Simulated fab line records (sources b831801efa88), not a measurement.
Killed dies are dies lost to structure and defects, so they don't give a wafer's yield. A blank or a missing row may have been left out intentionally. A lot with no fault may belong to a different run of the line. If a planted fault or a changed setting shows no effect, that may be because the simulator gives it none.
A lot that was struck, set against a sound lot + flow sky130 + 19 out of 708 route steps
Sound: wafers L186.1, L186.2, L186.4. The struck wafers were L190.2, L190.5, L190.6. Last of all comes the cause.
For every step that has rows: the tool of each side, followed by ch and its chambers, followed by its first start. Under that, the readings that differ: sound wafers + struck wafers + difference of the means + sigmas: that difference in standard deviations of wafers without a fault.
alike: same words and numbers on both sides, and readings whose means sit less than 2 such deviations apart. not compared: any withheld reading, any reading some wafer has no value for, any bound like >300 that may hide the same value, and any number with overlapping values for which the record gives no deviation.
Wherever a step has rows on one side only, a row that says differs or no value, or a row with sigmas, the two part there. Numbers that don't overlap but have no deviation are shown without sigmas and don't part them. A reading missing from all wafers of one side parts the sides only when that side holds two or more wafers.

first, 6 steps without rows for these wafers: SKY_VT_ADJUST_PCH_HMDS_01 (prime time 60 s); SKY_VT_ADJUST_PCH_COAT_02 (resist thk 3000 nm); SKY_VT_ADJUST_PCH_SOFTBAKE_03; SKY_VT_ADJUST_PCH_EXPOSE_04 (exposes mask NWM, target cd 840 nm); SKY_VT_ADJUST_PCH_PEB_05; SKY_VT_ADJUST_PCH_DEVELOP_06 (develop time 60 s).
SKY_VT_ADJUST_PCH_OVL_MEAS_07:
  sound: overlay-01 at day 13 17:42; struck: overlay-02 at day 14 20:26
| reading                | sound       | struck         | difference | sigmas |
|------------------------|-------------|----------------|------------|--------|
| VT_ADJUST_PCH_OVL (nm) | 2.6 1.3 0.9 | -2.0 -1.5 -1.5 | -3.3       | -3     |
then, 1 step without rows for these wafers: SKY_VT_ADJUST_PCH_IMPLANT_08.
SKY_VT_ADJUST_PCH_STRIP_09: strips in O2/N2.
  sound on plasma-asher-01 ch 0,1, day 13 17:53; struck on plasma-asher-02 ch 0,1, day 14 20:37
  alike: drypump-motor-current-A, o2-flow-sccm, oes-product-au, strip-time-to-endpoint-s
  not compared: rf-hours-counter-h
SKY_VT_ADJUST_PCH_TW_MEAS_10:
  sound: film-metro-02 at day 13 17:59; struck: film-metro-02 at day 14 20:44
  alike: VT_ADJUST_PCH_TW
then, 2 steps without rows for these wafers: SKY_SONOS_TUNNEL_DEHYDRATE_00 (time 60 s); SKY_SONOS_TUNNEL_HMDS_01 (prime time 60 s).
SKY_SONOS_TUNNEL_COAT_02: resist thk 1140 nm.
  sound on litho-track-01 ch 0, day 14 06:40; struck on litho-track-03 ch 0, day 15 10:08
| reading                                           | sound                | struck               | difference | sigmas |
|---------------------------------------------------|----------------------|----------------------|------------|--------|
| spin-speed-rpm (rpm)                              | 3000.9 2999.0 3000.9 | 3123.7 3122.0 3121.1 | +122.0     | +51    |
| model.NOVOLAK_of_SONOS_TUNNEL_COAT_02.thk-nm (nm) | 1146 1146 1143       | 1123 1122 1123       | -22        |        |
then, 3 steps without rows for these wafers: SKY_SONOS_TUNNEL_SOFTBAKE_03 (time 60 s); SKY_SONOS_TUNNEL_EXPOSE_04 (exposes mask TUNM, target cd 410 nm); SKY_SONOS_TUNNEL_PEB_05.
SKY_SONOS_TUNNEL_DEVELOP_06: develop time 60 s.
  sound on litho-track-02 ch 0, day 14 19:27; struck on litho-track-03 ch 0, day 15 23:35
| reading                                           | sound          | struck         | difference | sigmas |
|---------------------------------------------------|----------------|----------------|------------|--------|
| model.NOVOLAK_of_SONOS_TUNNEL_COAT_02.thk-nm (nm) | 1145 1145 1142 | 1122 1122 1123 | -22        |        |
SKY_SONOS_TUNNEL_CD_MEAS_07: the cd target is 410 nm.
  sound: cd-sem-02 at day 14 19:36; struck: cd-sem-02 at day 15 23:44
  alike: cd-nm
-- here the record skips 33 days between the struck wafers' starts before and after, leaving off in module SONOS_TUNNEL and picking up in module PAD_OPEN (first step shown: number 708 of the route) --
SKY_PAD_OPEN_PROBE_99:
  sound: prober-01 at day 48 10:15; struck: prober-02 at day 49 06:37
  alike: killed_at_M0_to_M3, killed_at_M4_up, killed-at-contacts, killed-at-front-end, killed-at-other, killed-dies, killed-open, killed-short

== WHERE THEY PART ==
Last at SKY_SONOS_TUNNEL_COAT_02 as far as this record goes, first at SKY_VT_ADJUST_PCH_OVL_MEAS_07. Later steps at which nothing parts them and some readings are alike: SKY_SONOS_TUNNEL_CD_MEAS_07, SKY_PAD_OPEN_PROBE_99.

WHY: whatever the simulator had introduced
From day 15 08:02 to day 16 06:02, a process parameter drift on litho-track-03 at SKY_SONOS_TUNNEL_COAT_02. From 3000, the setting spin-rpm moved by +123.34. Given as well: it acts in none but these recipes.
